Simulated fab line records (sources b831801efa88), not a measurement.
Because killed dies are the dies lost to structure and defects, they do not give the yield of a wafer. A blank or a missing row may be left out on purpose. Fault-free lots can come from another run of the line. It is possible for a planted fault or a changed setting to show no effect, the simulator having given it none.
The tool behind it: which one?	flow sky130	18 wafers from 6 lots sampled at 3 of the route's 708 steps

== WHAT EACH GAUGE READ, for each wafer ==
SKY_SD_P_OVL_MEAS_08.
lot	measured	on	SD_P_OVL (nm)
L697	day 27 11:47	overlay-02	0.2 0.1 -1.2
L699	day 28 08:53	overlay-02	-0.5 0.5 0.9
L701	day 29 02:13	overlay-01	-0.8 0.6 1.3
L705	day 30 08:19	overlay-02	-1.2 -0.1 -1.3
L712	day 32 21:13	overlay-01	0.5 -0.6 0.8
L714	day 33 08:10	overlay-02	-0.3 0.2 -0.1

== WHICH TOOL RAN EACH LOT (tool, then ch and the chambers of the sampled wafers, then the start) ==
lot	SKY_SPACER_ETCHBACK_02	SKY_POLY_CUT_ETCH_11
L697	rieDiel-03 ch 1,2, day 25 00:53	rieDiel-02 ch 2,3, day 26 06:14
L699	rieDiel-04 ch 1,2, day 25 22:48	rieDiel-04 ch 0,2,3, day 27 04:17
L701	rieDiel-03 ch 2,3, day 26 16:34	rieDiel-02 ch 0,2, day 27 21:50
L705	rieDiel-03 ch 0,2, day 27 23:59	rieDiel-02 ch 2,3, day 29 04:20
L712	rieDiel-02 ch 0,2,3, day 30 14:09	rieDiel-02 ch 0,1,3, day 31 18:02
L714	rieDiel-02 ch 0,2,3, day 31 01:46	rieDiel-02 ch 0,1, day 32 05:14
- SKY_SPACER_ETCHBACK_02: etches Si3N4 in CH3F/O2, stops on SiO2, time 46.7 s, target depth 45 nm.
- SKY_POLY_CUT_ETCH_11: etches Si3N4 in CF4/CH2F2/Ar, stops on poly-Si, time 42.5 s, target depth 60 nm.

== THE ANSWER, worked out from the rows above alone ==
Rule: the lots themselves supply what counts as usual. Put in order of their means at a reading, lots are off if they are a third of the lots or fewer, leave a main group of 4 or more, and stand apart from it by a gap of 3 or more times the standard deviation of the main group's means; of several such gaps the widest counts. A main group is skipped when, at the precision printed for the reading in the tables above, its means are all equal. Also off: a lot with no number at a reading for which 4 or more lots have one. The other lots that the step has rows for count as sound.
No lot is off on any of the readings shown, so nothing can be concluded from this.

== WHAT THE SIMULATOR HAD INSERTED ==
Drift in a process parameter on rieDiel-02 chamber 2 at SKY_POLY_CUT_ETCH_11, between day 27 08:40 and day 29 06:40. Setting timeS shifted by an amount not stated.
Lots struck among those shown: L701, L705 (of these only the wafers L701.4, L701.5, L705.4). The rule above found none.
